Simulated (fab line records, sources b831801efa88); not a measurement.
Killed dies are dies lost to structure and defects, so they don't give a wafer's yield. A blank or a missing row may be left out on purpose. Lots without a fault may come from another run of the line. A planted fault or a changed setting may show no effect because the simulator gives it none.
Problem report in the 8D (eight disciplines) form, filled by code | flow sky130 | the parts of the form that need people (team, actions taken, sign-off) are left out

1. THE PROBLEM
VT_ADJUST_HVTR_TW at SKY_VT_ADJUST_HVTR_TW_MEAS_11 reads a mean of 169.0 on 6 wafers of 2 lots; wafers without a fault read 212.3 with a standard deviation of 0.86. That is -50 standard deviations from the usual mean.
First seen on wafer L776.2, day 12 22:47, on film_metro-04. The record holds 36 wafers of 12 lots with a number at this step. Rule for "out", or "out of limits": more than 4 standard deviations from the usual mean. The other wafers with a number count as sound.

2. WHAT IT IS AND WHAT IT IS NOT
question                    | is                           | is not
which readings at this step | VT_ADJUST_HVTR_TW            | -
which lots                  | L776, L777                   | L766, L767, L768, L773, L778, L779, L785, L787, L788, L789
which wafers of those lots  | all that have a number       | -
read on which gauges        | film_metro-03, film_metro-04 | film_metro-02
when                        | from day 12 22:47            | up to then (12 sound wafers); but 18 sound wafers of L778, L779, L785, L787, L788, L789 came after

3. SUSPECTS, AND WHAT RULES EACH OUT
Counting: a tool at a process step up to the reading stays a suspect if it ran every lot that is out and no sound lot after the first of them.
- the gauge at SKY_VT_ADJUST_HVTR_TW_MEAS_11: ruled out. The wafers that are out were read on 2 gauges (film_metro-03, film_metro-04).
- implanter-03 at SKY_VT_ADJUST_HVTR_IMPLANT_09: kept. It ran every lot that is out, first L776 (day 12 22:32), and no sound lot after that; its last sound lot up to then is L773 (day 11 14:38). Its own readings are out on those wafers: dose_ions_cm2, faraday_current_uA.
Left after counting: implanter-03 at SKY_VT_ADJUST_HVTR_IMPLANT_09.

4. THE CAUSE (what the simulator had put in)
Process parameter drift: implanter-03, from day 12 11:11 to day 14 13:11, at SKY_VT_ADJUST_HVTR_IMPLANT_09. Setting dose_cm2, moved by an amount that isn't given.
Counting left only this tool.

5. THE CHAIN OF EFFECTS, in route order
Each row: a reading whose mean over the struck wafers that have a number lies more than 3 standard deviations from the usual. Only readings for which the record gives a usual standard deviation are gone through. hours: the time from each lot's start at the first step in this table that gives one to its start at this step, as a median over the lots. sigmas: the change in usual standard deviations.
hours | step                          | reading            | usual   | on struck wafers | change   | sigmas
0     | SKY_VT_ADJUST_HVTR_IMPLANT_09 | dose_ions_cm2      | 2.1e+12 | 9.0e+11          | -1.2e+12 | -99 or more
0     | SKY_VT_ADJUST_HVTR_IMPLANT_09 | faraday_current_uA | 11.85   | 5.13             | -6.72    | -32
0     | SKY_VT_ADJUST_HVTR_TW_MEAS_11 | VT_ADJUST_HVTR_TW  | 212.3   | 169.0            | -43.3    | -50
The process steps in it:
- SKY_VT_ADJUST_HVTR_IMPLANT_09

6. WHAT WOULD HAVE CAUGHT IT SOONER
In this record the first reading out of limits at a measuring or inspecting step was taken at day 12 22:47, 12 hours after the fault began at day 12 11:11.
The tool's own readings at SKY_VT_ADJUST_HVTR_IMPLANT_09 were out on every struck wafer that the step has a row for (dose_ions_cm2, faraday_current_uA): an alarm limit on them would have fired on the first of those.
Of the lots that are out (2), L777 began SKY_VT_ADJUST_HVTR_IMPLANT_09 on implanter-03 after day 12 22:47. A hold on the tool at that time would have spared it.
